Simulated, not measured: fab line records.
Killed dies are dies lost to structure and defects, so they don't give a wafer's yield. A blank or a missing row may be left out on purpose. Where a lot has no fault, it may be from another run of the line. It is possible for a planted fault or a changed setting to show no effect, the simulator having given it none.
Matching of chambers    flow sky130    SKY_VIA1_CMP_24 on cmp-02 has 4 sister chambers
The step polishes, stops on SiO2, t overpolish 15 s, target thk 0 nm. 21 wafers are shown with their chamber, then 10 later ones without.

== EACH WAFER AND ITS CHAMBER ==
wafer   chamber  timeToEndpointS (s)  motorCurrentA (A)  overpolishRunS (s)
L924.1  1        58                   10.0               14.990
L924.5  1        59                   10.1               15.004
L924.6  0        67                   9.6                15.012
L926.1  3        68                   11.7               15.000
L926.4  0        68                   9.4                15.001
L926.5  0        69                   10.3               15.003
L929.1  0        71                   9.6                14.993
L929.2  3        73                   11.4               14.981
L929.6  3        70                   11.0               15.011
L930.2  1        62                   10.0               14.997
L930.3  0        70                   9.8                14.996
L930.4  2        64                   11.1               15.006
L935.3  3        69                   11.3               14.992
L935.4  1        60                   9.6                15.000
L935.6  2        61                   11.0               14.981
L931.1  1        62                   10.4               15.010
L931.3  0        70                   9.7                15.001
L931.4  2        61                   10.5               15.002
L932.1  1        58                   10.3               14.996
L932.4  2        64                   10.6               14.993
L932.5  0        71                   9.7                15.016

SIGNATURES, as means of the wafers listed above
reading          chamber 0  chamber 1  chamber 2  chamber 3  scatter within a chamber
timeToEndpointS  69.43      59.83      62.50      70.00      1.77
motorCurrentA    9.729      10.067     10.800     11.350     0.285
overpolishRunS   15.00314   14.99950   14.99550   14.99600   0.00939
Rule: a wafer lies at a distance from a chamber equal to the root of the sum of squares, over the readings, of (its reading less the chamber's mean, divided by the reading's scatter). The wafer belongs to the nearest chamber; if the next one is less than 2 further off, it can't be placed. The scatter: take each reading less its chamber's mean, square it, sum over the shown wafers, divide by the number of wafers less the number of chambers, and take the root.

== WAFERS MISSING THEIR CHAMBER ==
wafer   timeToEndpointS (s)  motorCurrentA (A)  overpolishRunS (s)
L936.1  69                   11.2               14.995
L936.3  69                   10.3               15.004
L936.4  62                   11.1               15.009
L937.1  58                   10.4               15.014
L937.3  70                   10.9               15.008
L937.4  73                   9.6                15.007
L939.1  60                   10.4               15.000
L939.5  72                   9.7                15.006
L940.1  69                   11.0               14.999
L940.5  60                   10.3               14.993

== EACH ONE'S CHAMBER ==
wafer   from the rows above      in truth
L936.1  3                        3
L936.3  can't be placed: 0 or 3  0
L936.4  2                        2
L937.1  can't be placed: 1 or 2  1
L937.3  3                        3
L937.4  0                        0
L939.1  can't be placed: 1 or 2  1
L939.5  0                        0
L940.1  3                        3
L940.5  can't be placed: 1 or 2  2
Correct placement for 6 of the 10. Cannot be placed on the basis of these rows: 4; the candidates contain the true chamber in 4. Wrongly placed: 0.
